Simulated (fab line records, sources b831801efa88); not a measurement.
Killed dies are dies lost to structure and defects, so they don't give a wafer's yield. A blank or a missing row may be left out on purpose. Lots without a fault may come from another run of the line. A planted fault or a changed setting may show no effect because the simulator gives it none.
Chamber matching | flow gf180mcu | GF_V5_CMP_04 on cmp-01: 4 sister chambers
The step polishes SiO2. 14 wafers are shown with their chamber, then 7 later ones without.

WAFERS WITH THEIR CHAMBER
wafer  | chamber | motor_current_A (A)
L408.1 | 0       | 12.7
L408.4 | 3       | 11.4
L408.6 | 2       | 13.2
L409.1 | 1       | 10.7
L409.2 | 3       | 10.7
L409.3 | 2       | 13.8
L412.1 | 0       | 13.0
L412.2 | 1       | 10.6
L412.3 | 2       | 14.0
L418.3 | 1       | 10.7
L418.4 | 0       | 12.4
L418.5 | 2       | 13.6
L417.1 | 3       | 10.6
L417.2 | 1       | 10.3

SIGNATURES (means of the wafers above)
reading         | chamber 0 | chamber 1 | chamber 2 | chamber 3 | scatter within a chamber
motor_current_A | 12.700    | 10.575    | 13.650    | 10.900    | 0.319
Rule: a wafer's distance from a chamber is the root of the sum, over the readings, of the square of ((its reading less the chamber's mean) divided by the reading's scatter). The wafer belongs to the nearest chamber; if the next one is less than 2 further off, it can't be placed. The scatter: the root of (the sum of the squares of (reading less its chamber's mean) over the shown wafers, divided by (wafers less chambers)).

WAFERS WITHOUT THEIR CHAMBER
wafer  | motor_current_A (A)
L417.4 | 12.9
L419.3 | 13.7
L419.4 | 11.0
L419.6 | 10.2
L421.2 | 10.7
L421.3 | 11.6
L421.6 | 14.2

WHICH CHAMBER EACH WENT THROUGH
wafer  | from the rows above          | in truth
L417.4 | can't be placed: 0 or 2      | 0
L419.3 | 2                            | 2
L419.4 | can't be placed: 3 or 1      | 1
L419.6 | can't be placed: 1 or 3      | 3
L421.2 | can't be placed: 1 or 3      | 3
L421.3 | can't be placed: 3 or 1 or 0 | 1
L421.6 | 2                            | 2
Placed correctly: 2 of 7. Can't be placed from these rows: 5 (the true chamber is among the candidates in 5). Placed wrongly: 0.
